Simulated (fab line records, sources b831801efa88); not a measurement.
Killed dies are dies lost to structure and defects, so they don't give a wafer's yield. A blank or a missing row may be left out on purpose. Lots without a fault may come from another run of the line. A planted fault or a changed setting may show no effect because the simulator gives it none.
Which tool did it? | flow gf180mcu | 13 lots, 39 wafers sampled, at 4 steps of a route of 602

WHAT THE GAUGES READ, wafer by wafer
GF_NSD_CD_MEAS_07: target cd 400 nm. Usual: cd_nm 400.4 nm, standard deviation 1.9.
lot  | measured     | on        | cd_nm (nm)        | flag
L717 | day 13 15:06 | cd_sem-01 | 401.3 401.7 400.5 |
L718 | day 13 22:18 | cd_sem-02 | 402.9 402.9 403.5 |
L719 | day 14 06:10 | cd_sem-01 | 400.7 401.5 403.9 |
L720 | day 14 10:00 | cd_sem-01 | 396.0 400.3 398.6 |
L721 | day 14 21:57 | cd_sem-02 | 398.4 396.5 398.1 |
L725 | day 16 02:54 | cd_sem-01 | 399.5 398.7 397.8 |
L726 | day 16 08:34 | cd_sem-01 | 401.7 398.1 399.5 |
L727 | day 16 19:53 | cd_sem-01 | 401.7 401.5 402.3 |
L730 | day 17 19:49 | cd_sem-02 | 397.3 399.3 399.3 |
L735 | day 19 14:00 | cd_sem-02 | 400.6 398.0 397.2 |
L737 | day 20 03:50 | cd_sem-01 | 397.9 399.0 397.6 |
L738 | day 20 12:22 | cd_sem-01 | 403.9 403.2 400.6 |
L740 | day 21 12:40 | cd_sem-02 | 400.4 400.2 399.8 |

GF_SAB_CD_MEAS_09: target cd 420 nm. Usual: cd_nm 419.9 nm, standard deviation 2.2.
lot  | measured     | on        | cd_nm (nm)        | flag
L717 | day 15 10:22 | cd_sem-02 | 416.8 418.2 420.2 |
L718 | day 15 17:47 | cd_sem-02 | 420.1 419.3 420.1 |
L719 | day 16 02:01 | cd_sem-01 | 419.4 418.2 419.6 |
L720 | day 16 05:46 | cd_sem-02 | 421.0 421.5 422.2 |
L721 | day 16 19:08 | cd_sem-02 | 420.0 419.8 418.2 |
L725 | day 18 01:26 | cd_sem-02 | 425.0 427.8 423.4 |
L726 | day 18 07:11 | cd_sem-01 | 419.1 418.5 418.4 |
L727 | day 18 20:11 | cd_sem-02 | 420.5 422.0 421.8 |
L730 | day 19 21:06 | cd_sem-01 | 438.7 437.9 439.7 | OFF
L735 | day 21 15:29 | cd_sem-02 | 437.3 432.9 434.9 | OFF
L737 | day 22 04:08 | cd_sem-02 | 421.7 420.6 422.8 |
L738 | day 22 13:27 | cd_sem-01 | 419.5 420.3 420.1 |
L740 | day 23 12:21 | cd_sem-01 | 419.1 420.3 421.1 |

WHICH TOOL RAN EACH LOT (tool, then ch and the chambers of the sampled wafers, then the start)
lot  | GF_HV_LDD_STRIP_49                   | GF_SAB_EXPOSE_06
L717 | plasma_asher-04 ch 0,1, day 12 15:53 | iline_stepper-01 ch 0, day 14 23:31
L718 | plasma_asher-01 ch 0,1, day 12 22:38 | iline_stepper-02 ch 0, day 15 07:21
L719 | plasma_asher-04 ch 0, day 13 06:41   | iline_stepper-02 ch 0, day 15 15:19
L720 | plasma_asher-03 ch 0,1, day 13 10:43 | iline_stepper-02 ch 0, day 15 18:58
L721 | plasma_asher-03 ch 0,1, day 13 21:41 | iline_stepper-01 ch 0, day 16 08:25
L725 | plasma_asher-04 ch 0,1, day 15 01:59 | iline_stepper-01 ch 0, day 17 14:18
L726 | plasma_asher-04 ch 0,1, day 15 06:53 | iline_stepper-01 ch 0, day 17 20:02
L727 | plasma_asher-03 ch 0,1, day 15 18:59 | iline_stepper-01 ch 0, day 18 08:15
L730 | plasma_asher-01 ch 0,1, day 16 17:35 | iline_stepper-01 ch 0, day 19 08:50
L735 | plasma_asher-01 ch 0,1, day 18 10:50 | iline_stepper-01 ch 0, day 21 03:55
L737 | plasma_asher-01 ch 0,1, day 19 00:20 | iline_stepper-02 ch 0, day 21 16:50
L738 | plasma_asher-04 ch 0,1, day 19 09:30 | iline_stepper-02 ch 0, day 22 02:06
L740 | plasma_asher-01 ch 0,1, day 20 09:44 | iline_stepper-02 ch 0, day 23 01:26
- GF_HV_LDD_STRIP_49: strips in O2/N2.
- GF_SAB_EXPOSE_06: exposes mask SAB, target cd 420 nm.

WHAT THE TOOLS THEMSELVES READ (means of the sampled wafers that have a number; where no wafer has one, the mark that the record gives instead)
GF_HV_LDD_STRIP_49. Usual: drypump_motor_current_A 5.8 A, standard deviation 0.38; heater_power_w 326 W, standard deviation 28; oes_product_au 0.716 a.u., standard deviation 0.0046; strip_time_to_endpoint_s 12.64 s, standard deviation 0.034.
lot  | tool            | drypump_motor_current_A (A) | heater_power_w (W) | oes_product_au (a.u.) | strip_time_to_endpoint_s (s) | flag
L717 | plasma_asher-04 | 5.6                         | 290                | 0.716                 | 12.69                        |
L718 | plasma_asher-01 | 6.1                         | 326                | 0.715                 | 12.65                        |
L719 | plasma_asher-04 | 5.2                         | 319                | 0.715                 | 12.60                        |
L720 | plasma_asher-03 | 5.6                         | 336                | 0.715                 | 12.64                        |
L721 | plasma_asher-03 | 5.6                         | 343                | 0.715                 | 12.61                        |
L725 | plasma_asher-04 | 5.6                         | 289                | 0.715                 | 12.62                        |
L726 | plasma_asher-04 | 5.4                         | 309                | 0.716                 | 12.64                        |
L727 | plasma_asher-03 | 5.7                         | 328                | 0.721                 | 12.65                        |
L730 | plasma_asher-01 | 6.3                         | 348                | 0.719                 | 12.65                        |
L735 | plasma_asher-01 | 6.0                         | 326                | 0.716                 | 12.68                        |
L737 | plasma_asher-01 | 6.3                         | 344                | 0.716                 | 12.64                        |
L738 | plasma_asher-04 | 5.6                         | 295                | 0.719                 | 12.64                        |
L740 | plasma_asher-01 | 6.3                         | 344                | 0.718                 | 12.64                        |

GF_SAB_EXPOSE_06. Usual: exposure_dose_mJ_cm2 140.04, standard deviation 0.12; reticle_temp_C 23.00 C, standard deviation 0.12.
lot  | tool             | exposure_dose_mJ_cm2 | reticle_temp_C (C) | flag
L717 | iline_stepper-01 | 140.09               | 23.09              |
L718 | iline_stepper-02 | 140.15               | 22.95              |
L719 | iline_stepper-02 | 140.02               | 22.98              |
L720 | iline_stepper-02 | 140.03               | 23.06              |
L721 | iline_stepper-01 | 140.09               | 22.99              |
L725 | iline_stepper-01 | 140.04               | 22.93              |
L726 | iline_stepper-01 | 140.09               | 23.00              |
L727 | iline_stepper-01 | 140.04               | 23.10              |
L730 | iline_stepper-01 | 131.65               | 22.92              | OFF
L735 | iline_stepper-01 | 133.48               | 22.93              | OFF
L737 | iline_stepper-02 | 139.93               | 22.97              |
L738 | iline_stepper-02 | 140.07               | 23.08              |
L740 | iline_stepper-02 | 140.10               | 22.92              |

THE ANSWER, worked out from the rows above alone
Rule: a lot is off if the mean of its wafers that have a number lies more than 3 standard deviations from the usual mean. A lot without any number at a reading at which 4 lots or more have one is off too. The other lots that the step has rows for count as sound. The gauges are gone through in route order, then the tools' own readings, and for those a lot's mean is taken as printed above. The first step at which some lot is off is used, and at that step the reading that is off furthest; a lot without a number counts as furthest.
Off: L730, L735, at GF_SAB_CD_MEAS_09 (cd_nm).
A tool fits if, at a process step before that reading, it ran every lot that is off, and no sound lot after the first of them. The gauges at GF_SAB_CD_MEAS_09 aren't tried: what is off there is off at GF_SAB_EXPOSE_06 too, on other tools, and a gauge's error can't cause that. One fits: iline_stepper-01 at GF_SAB_EXPOSE_06. Its last sound lot is L727 (day 18 08:15), its first lot that is off L730 (day 19 08:50): a fault that began between those two fits.
The tool's own readings at GF_SAB_EXPOSE_06 bear it out: on the lots that are off they differ by more than 5 times the standard deviation of the sound lots' means. exposure_dose_mJ_cm2 reads 132.56 there against 140.06 on the sound lots.

WHAT THE SIMULATOR HAD PUT IN
Process parameter drift: iline_stepper-01, from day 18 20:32 on, at GF_SAB_EXPOSE_06. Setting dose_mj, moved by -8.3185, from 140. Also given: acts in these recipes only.
Lots struck among those shown: L730, L735. The rule above found the same.
